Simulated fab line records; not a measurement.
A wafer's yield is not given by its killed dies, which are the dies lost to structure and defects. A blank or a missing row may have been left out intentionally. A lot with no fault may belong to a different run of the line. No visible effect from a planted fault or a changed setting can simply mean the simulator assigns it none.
Problem report in the 8D (eight disciplines) form, filled by code | flow gf180mcu | the parts of the form that need people (team, actions taken, sign-off) are left out

== 1. THE ISSUE ==
Across 6 wafers from 2 lots, LVPWELL_OVL at GF_LVPWELL_OVL_MEAS_07 averages 116.2 nm, while fault-free wafers read 0.1 nm with a standard deviation of 1.2. That puts it +97 standard deviations away from the usual mean.
First seen on wafer L193.2, day 6 22:37, on overlay-02. The record holds 41 wafers of 14 lots with a number at this step. By rule, "out" or "out of limits" means more than 4 standard deviations away from the usual mean. The other wafers with a number count as sound.

== 2. WHAT IT IS; WHAT IT IS NOT ==
question                    | is                     | is not
which readings at this step | LVPWELL_OVL            | -
which lots                  | L193, L196             | L180, L181, L182, L183, L184, L185, L186, L187, L188, L192, L194, L201
which wafers of those lots  | all that have a number | -
read on which gauges        | overlay-01, overlay-02 | -
when                        | from day 6 22:37       | up to then (29 sound wafers); but 6 sound wafers of L194, L201 came after

== 3. WHAT RULES OUT EACH SUSPECT ==
Counting: a tool stays on the suspect list if, at a process step up to the reading, it processed all lots that are out and no sound lot following the first of them.
- the gauge at GF_LVPWELL_OVL_MEAS_07 is ruled out. The wafers that are out were read on 2 gauges (overlay-01, overlay-02).
- ilineStepper-01 at GF_LVPWELL_EXPOSE_04 (exposes mask LVPWELL, target cd 600 nm): kept. All lots that are out passed through it, beginning with L193 at day 6 15:20, and no sound lot followed; its final sound lot before that point was L192 at day 6 10:04.
Remaining after the count: ilineStepper-01 at GF_LVPWELL_EXPOSE_04.

== 4. THE CAUSE (what the simulator had put in) ==
Scanner matching overlay: ilineStepper-01, from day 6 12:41 on, at GF_LVPWELL_EXPOSE_04. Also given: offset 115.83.
Only this tool survived the counting.

== 5. THE CHAIN OF EFFECTS, in route order ==
One row per reading whose mean, taken over the struck wafers that have a number, lies over 3 standard deviations from the usual. Readings are gone through only where the record gives a usual standard deviation; hours: the median, over the lots, of the time from a lot's start at the first step in this table giving one to that lot's start at this step; sigmas: the change measured in usual standard deviations.
hours | step                   | reading     | usual  | on struck wafers | change | sigmas
0     | GF_LVPWELL_OVL_MEAS_07 | LVPWELL_OVL | 0.1 nm | 116.2            | +116.1 | +97
At these later measuring or inspecting steps, every struck wafer for which the step has a row has a number for every such reading, and none has moved that far: GF_CONTACT_CD_MEAS_14, GF_CONTACT_OVL_MEAS_15.

== 6. HOW IT WOULD HAVE BEEN CAUGHT EARLIER ==
10 hours passed between the start of the fault at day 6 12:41 and the first reading out of limits at a measuring or inspecting step in this record, taken at day 6 22:37.
L196, from the lots that are out (2), started GF_LVPWELL_EXPOSE_04 on ilineStepper-01 later than day 6 22:37. Holding the tool at that time would have saved it.
